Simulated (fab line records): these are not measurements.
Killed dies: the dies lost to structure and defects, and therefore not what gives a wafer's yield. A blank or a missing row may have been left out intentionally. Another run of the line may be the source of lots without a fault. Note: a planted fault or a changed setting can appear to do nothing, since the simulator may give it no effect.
fab line records	flow gf180mcu
record lots=6	wafers=18	last_day=34
route steps=602 shown TOP_METAL@571
lots with no fault: from the same line, run without faults
start_h: the number of hours between the record's first day and the start of the first shown wafer of the lot	wait_h: hours from the lot's prior step to this one	" the same as in the row above	L1.1+2: a single row standing in for several wafers	- no value, or no start given	* or withheld: withheld	< > ~ a bound
route shown NAME@n: a module of which the file shows steps, and the number in the route of the first	usual: average and standard deviation across the fault-free wafers	same: alike in all rows	chamber/n: place in a boat	sites: readings site by site	_std_site: their standard deviation	_edge_site: mean of outer sites minus mean of inner sites	radius_mm: for every site, how far away it sits from the centre of the wafer	mask NAME#n: copy n	behind: tool/chamber where the wafer was last shaped	hold: cause of the lot's hold/its duration in hours/its outcome	device: transistor that didn't switch, given as n, p or np	end of line: at the end of the route, the tests of the same wafers	step lacking rows: just its recipe	killed: at the first sort, the dies lost to defects and structure; wafer yield is something else	map: the dies of a wafer, with x for killed, . for not killed, _ for no die there
set.NAME: setting as actually run; set.NAME@STEP: the setting as run at that earlier step	model.NAME: the simulator's own value behind a step, which no gauge read
lots at some steps of the route; a table a step, a row a wafer
services: when a tool's chamber went out of use (start_h, in hours from the record's first day, below 0 if earlier), for how many hours, and the reason
## steps
# step GF_TOP_METAL_SPUTTER_04
# recipe material=TiN	target_thk_nm=25	power_w=6500	time_s=20.8	chamber_pressure_pa=0.4
# usual throttle_valve_pct=30.2/0.91
lot.wafer	tool	chamber	start_h	wait_h	throttle_valve_pct
L235.2	pvd_sputter-01	-	669.96	0.0	31.2
L235.4	"	-	"	"	30.2
L235.5	"	-	"	"	30.5
L239.2	pvd_sputter-01	-	704.44	0.0	30.2
L239.4	"	-	"	"	31.2
L239.5	"	-	"	"	30.2
L242.1	pvd_sputter-01	-	721.46	0.0	30.3
L242.3	"	-	"	"	30.3
L242.5	"	-	"	"	30.4
L243.1	pvd_sputter-01	-	727.92	0.0	30.3
L243.2	"	-	"	"	30.2
L243.5	"	-	"	"	30.3
L252.1	pvd_sputter-03	-	778.10	0.0	31.0
L252.3	"	-	"	"	30.3
L252.4	"	-	"	"	28.3
L253.3	pvd_sputter-03	-	786.72	0.0	30.3
L253.4	"	-	"	"	28.5
L253.6	"	-	"	"	28.1
# step GF_TOP_METAL_RS_MEAS_05
# recipe thk_meas_gauge=four-point-probe	reads=TiN_of_TOP_METAL_SPUTTER_04+Ti_of_TOP_METAL_SPUTTER_03+AlCu_of_TOP_METAL_SPUTTER_02+TiN_of_TOP_METAL_SPUTTER_01+Ti_of_TOP_METAL_SPUTTER_00
# usual TOP_METAL_ALCU_RS=0.0329/0.00039
lot.wafer	tool	chamber	start_h	wait_h	TOP_METAL_ALCU_RS[ohm/sq]
L235.2	film_metro-01	-	670.01	0.0	0.0329
L235.4	"	-	"	"	0.0327
L235.5	"	-	"	"	0.0331
L239.2	film_metro-01	-	704.49	0.0	0.0334
L239.4	"	-	"	"	0.0331
L239.5	"	-	"	"	0.0324
L242.1	film_metro-01	-	721.49	0.0	0.0331
L242.3	"	-	"	"	0.0326
L242.5	"	-	"	"	0.0324
L243.1	film_metro-02	-	727.95	0.0	0.0330
L243.2	"	-	"	"	0.0326
L243.5	"	-	"	"	0.0323
L252.1	film_metro-01	-	778.13	0.0	0.0333
L252.3	"	-	"	"	0.0330
L252.4	"	-	"	"	0.0331
L253.3	film_metro-01	-	786.79	0.1	0.0329
L253.4	"	-	"	"	0.0334
L253.6	"	-	"	"	0.0333
# step GF_TOP_METAL_THK_MEAS_06
# recipe thk_meas_gauge=xrf	reads=AlCu_of_TOP_METAL_SPUTTER_02
# usual TOP_METAL_ALCU_THK=893/12
lot.wafer	tool	chamber	start_h	wait_h	TOP_METAL_ALCU_THK[nm]
L235.2	film_metro-01	-	670.12	0.1	892
L235.4	"	-	"	"	898
L235.5	"	-	"	"	886
L239.2	film_metro-01	-	704.60	0.1	876
L239.4	"	-	"	"	889
L239.5	"	-	"	"	903
L242.1	film_metro-01	-	721.61	0.1	883
L242.3	"	-	"	"	890
L242.5	"	-	"	"	900
L243.1	film_metro-02	-	728.07	0.1	899
L243.2	"	-	"	"	906
L243.5	"	-	"	"	921
L252.1	film_metro-01	-	778.25	0.1	867
L252.3	"	-	"	"	878
L252.4	"	-	"	"	876
L253.3	film_metro-01	-	786.89	0.1	881
L253.4	"	-	"	"	865
L253.6	"	-	"	"	877
# step GF_TOP_METAL_DEHYDRATE_07
# recipe temp_c=200	time_s=60
# step GF_TOP_METAL_HMDS_08
# recipe prime_time_s=60	prime_temp_c=120
# step GF_TOP_METAL_COAT_09
# recipe resist=NOVOLAK	spin_rpm=3000	resist_thk_nm=1500
# step GF_TOP_METAL_SOFTBAKE_10
# recipe temp_c=90	time_s=60	resist=NOVOLAK
# step GF_TOP_METAL_EXPOSE_11
# recipe mask_id=MetalTop	target_cd_nm=440	na=0.6	source_shape=conventional	sigma_outer=0.6	dose_mj=170
# step GF_TOP_METAL_PEB_12
# recipe temp_c=withheld	time_s=*	resist=NOVOLAK
# step GF_TOP_METAL_DEVELOP_13
# recipe develop_time_s=60	dev_temp_c=23
# step GF_TOP_METAL_CD_MEAS_14
# recipe target_cd_nm=440
# usual cd_nm=438.8/2.5
lot.wafer	tool	chamber	start_h	wait_h	cd_nm
L235.2	cd_sem-02	-	688.64	0.1	438.7
L235.4	"	-	"	"	436.7
L235.5	"	-	"	"	439.0
L239.2	cd_sem-02	-	722.29	0.1	442.7
L239.4	"	-	"	"	441.7
L239.5	"	-	"	"	440.6
L242.1	cd_sem-02	-	739.07	0.1	442.2
L242.3	"	-	"	"	442.7
L242.5	"	-	"	"	442.5
L243.1	cd_sem-02	-	744.77	0.1	441.3
L243.2	"	-	"	"	438.8
L243.5	"	-	"	"	440.4
L252.1	cd_sem-02	-	793.70	0.1	436.5
L252.3	"	-	"	"	437.4
L252.4	"	-	"	"	439.0
L253.3	cd_sem-02	-	801.96	0.1	443.0
L253.4	"	-	"	"	442.8
L253.6	"	-	"	"	441.7
# step GF_TOP_METAL_OVL_MEAS_15
# usual TOP_METAL_OVL=-0.5/1.6
lot.wafer	tool	chamber	start_h	wait_h	TOP_METAL_OVL[nm]
L235.2	overlay-02	-	688.74	0.1	0.8
L235.4	"	-	"	"	0.0
L235.5	"	-	"	"	0.4
L239.2	overlay-02	-	722.39	0.1	-0.2
L239.4	"	-	"	"	0.9
L239.5	"	-	"	"	1.0
L242.1	overlay-02	-	739.19	0.1	-3.4
L242.3	"	-	"	"	-1.4
L242.5	"	-	"	"	-1.2
L243.1	overlay-02	-	744.89	0.1	-0.4
L243.2	"	-	"	"	-2.0
L243.5	"	-	"	"	-0.1
L252.1	overlay-02	-	793.82	0.1	-1.7
L252.3	"	-	"	"	0.6
L252.4	"	-	"	"	-1.2
L253.3	overlay-02	-	802.05	0.1	-0.1
L253.4	"	-	"	"	2.1
L253.6	"	-	"	"	0.4
# step GF_TOP_METAL_METAL_ETCH_16
# recipe chemistry=Cl2/BCl3	mask_material=NOVOLAK	target_depth_nm=1197	stop_on=SiO2	pressure_mtorr=8	icp_w=800	bias_w=140	Cl2_flow_sccm=80	bcl3_flow_sccm=40	time_s=199.5
# usual drypump_motor_current_A=5.8/0.53	oes_product_au=0.992/0.0059	throttle_valve_pct=28.226/0.0097
lot.wafer	tool	chamber	start_h	wait_h	drypump_motor_current_A	oes_product_au	rf_hours_counter_h	throttle_valve_pct	model.NOVOLAK_of_TOP_METAL_COAT_09.thk_nm
L235.2	rie_metal-04	0	688.77	0.0	6.3	0.993	2	28.245	1018
L235.4	"	0	"	"	6.2	0.998	-	28.232	1020
L235.5	"	1	"	"	5.0	0.994	-	28.238	1026
L239.2	rie_metal-03	1	722.42	0.0	6.3	1.004	4	28.241	1017
L239.4	"	1	"	"	6.4	0.992	-	28.234	1020
L239.5	"	1	"	"	6.3	0.991	-	28.226	1014
L242.1	rie_metal-03	1	739.23	0.0	6.4	1.000	5	28.230	1005
L242.3	"	0	"	"	5.7	0.885	-	28.349	1099
L242.5	"	0	"	"	5.7	0.991	-	28.227	1007
L243.1	rie_metal-03	0	744.92	0.0	5.7	0.982	11	28.217	1021
L243.2	"	1	"	"	6.3	0.889	5	28.348	1109
L243.5	"	1	"	"	6.3	0.994	-	28.231	1016
L252.1	rie_metal-04	0	793.86	0.0	6.3	0.997	8	28.235	1017
L252.3	"	1	"	"	5.0	0.992	-	28.221	1020
L252.4	"	0	"	"	6.3	0.990	-	28.217	1017
L253.3	rie_metal-01	0	802.14	0.1	5.7	0.994	-	28.227	1017
L253.4	"	1	"	"	5.7	0.982	-	28.227	1038
L253.6	"	0	"	"	5.7	0.990	-	28.214	1021
# step GF_TOP_METAL_STRIP_17
# recipe chemistry=O2/N2	power_w=1400	pressure_mtorr=1500	platen_temp_c=250	o2_flow_sccm=3000	n2_flow_sccm=300	overash_fraction=0.5
# usual drypump_motor_current_A=6.0/0.41	heater_power_w=330/40	o2_flow_sccm=3002/9.5	oes_product_au=0.710/0.0046	strip_time_to_endpoint_s=12.88/0.089
# same overash_fraction=0.5
lot.wafer	tool	chamber	start_h	wait_h	drypump_motor_current_A	heater_power_w	o2_flow_sccm	oes_product_au	rf_hours_counter_h	strip_time_to_endpoint_s
L235.2	plasma_asher-04	1	688.96	0.1	5.4	337	2994	0.704	93	12.87
L235.4	"	1	"	"	5.4	342	2990	0.706	-	12.91
L235.5	"	1	"	"	5.4	340	3003	0.715	-	12.96
L239.2	plasma_asher-04	1	722.61	0.1	5.4	340	3001	0.703	97	12.87
L239.4	"	1	"	"	5.4	344	2995	0.710	-	12.89
L239.5	"	0	"	"	5.8	281	2992	0.708	-	12.83
L242.1	plasma_asher-01	1	739.42	0.1	6.1	405	3000	0.707	70	12.80
L242.3	"	0	"	"	6.8	326	2983	0.708	-	13.80
L242.5	"	1	"	"	6.1	395	3008	0.705	-	12.80
L243.1	plasma_asher-04	1	745.11	0.1	5.4	347	2997	0.725	100	12.90
L243.2	"	0	"	"	5.8	282	2987	0.717	100	13.92
L243.5	"	0	"	"	5.8	279	2984	0.714	-	12.85
L252.1	plasma_asher-03	1	794.05	0.1	6.1	292	2990	0.707	6	12.86
L252.3	"	0	"	"	6.1	343	3002	0.712	-	12.90
L252.4	"	1	"	"	6.1	291	2999	0.715	-	12.85
L253.3	plasma_asher-03	0	802.30	0.1	6.1	350	3003	0.707	-	12.85
L253.4	"	1	"	"	6.1	297	2995	0.719	-	13.10
L253.6	"	0	"	"	6.1	345	2996	0.713	-	12.91
# step GF_TOP_METAL_STRIP_18
# recipe chemistry=post_etch_residue_remover	time_s=1200	temp_c=72.5
## services
tool	chamber	start_h	hours	kind
pvd_sputter-01	-	652.92	4.3	repair
rie_metal-01	0	655.62	1.8	repair
pvd_sputter-01	0	669.99	-	consumable_replace:kit
rie_metal-03	-	672.32	24.2	repair
plasma_asher-04	-	685.09	1.7	repair
pvd_sputter-03	-	731.78	9.0	repair
plasma_asher-03	-	733.75	9.0	pm
plasma_asher-03	0	733.75	9.0	vent_cycle
plasma_asher-03	1	733.75	9.0	vent_cycle
pvd_sputter-01	3	737.27	-	consumable_replace:kit
pvd_sputter-01	3	737.27	18.0	scheduled_down
pvd_sputter-01	3	737.27	18.0	vent_cycle
plasma_asher-03	0	742.75	-	clean
plasma_asher-03	1	742.75	-	clean
rie_metal-01	-	753.32	14.6	pm
pvd_sputter-03	2	753.72	-	consumable_replace:kit
pvd_sputter-03	2	753.72	18.0	scheduled_down
pvd_sputter-03	2	753.72	18.0	vent_cycle
rie_metal-03	-	754.13	0.2	repair
plasma_asher-04	-	776.22	14.6	pm
plasma_asher-01	-	777.62	1.7	repair
rie_metal-04	-	778.57	0.6	repair
rie_metal-01	0	789.33	-	clean
rie_metal-01	1	795.46	1.4	repair
## key
first_sign step=GF_TOP_METAL_METAL_ETCH_16	reading=oes_product_au	direction=down	sigmas=18	usual=0.992	struck=0.887
effect step=GF_TOP_METAL_METAL_ETCH_16	reading=throttle_valve_pct	direction=up	sigmas=13	usual=28.226	struck=28.349
effect step=GF_TOP_METAL_STRIP_17	reading=strip_time_to_endpoint_s	direction=up	sigmas=11	usual=*	struck=*
model_effect step=GF_TOP_METAL_METAL_ETCH_16	value=NOVOLAK_of_TOP_METAL_COAT_09.thk_nm	without=1011	struck=1104
met_at GF_TOP_METAL_METAL_ETCH_16
struck_wafers L242.3,L243.2
later_rows_left_out L242.3,L243.2
sort_left_out L242.3,L243.2
onset_between 722.42 739.23
fault kind=process_parameter_drift	tool=rie_metal-03	chamber=-	onset_h=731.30	steps=GF_TOP_METAL_METAL_ETCH_16	channel=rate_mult	offset=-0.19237	shape=step	end_h=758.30	scope=struck_wafers_only
# sort_left_out: the simulated sort isn't trusted on such a fault, so these wafers' sort isn't shown, and their yield isn't known
# later_rows_left_out: the simulator's readings of these wafers behind a module that went badly wrong aren't trusted and aren't shown, but for the sort
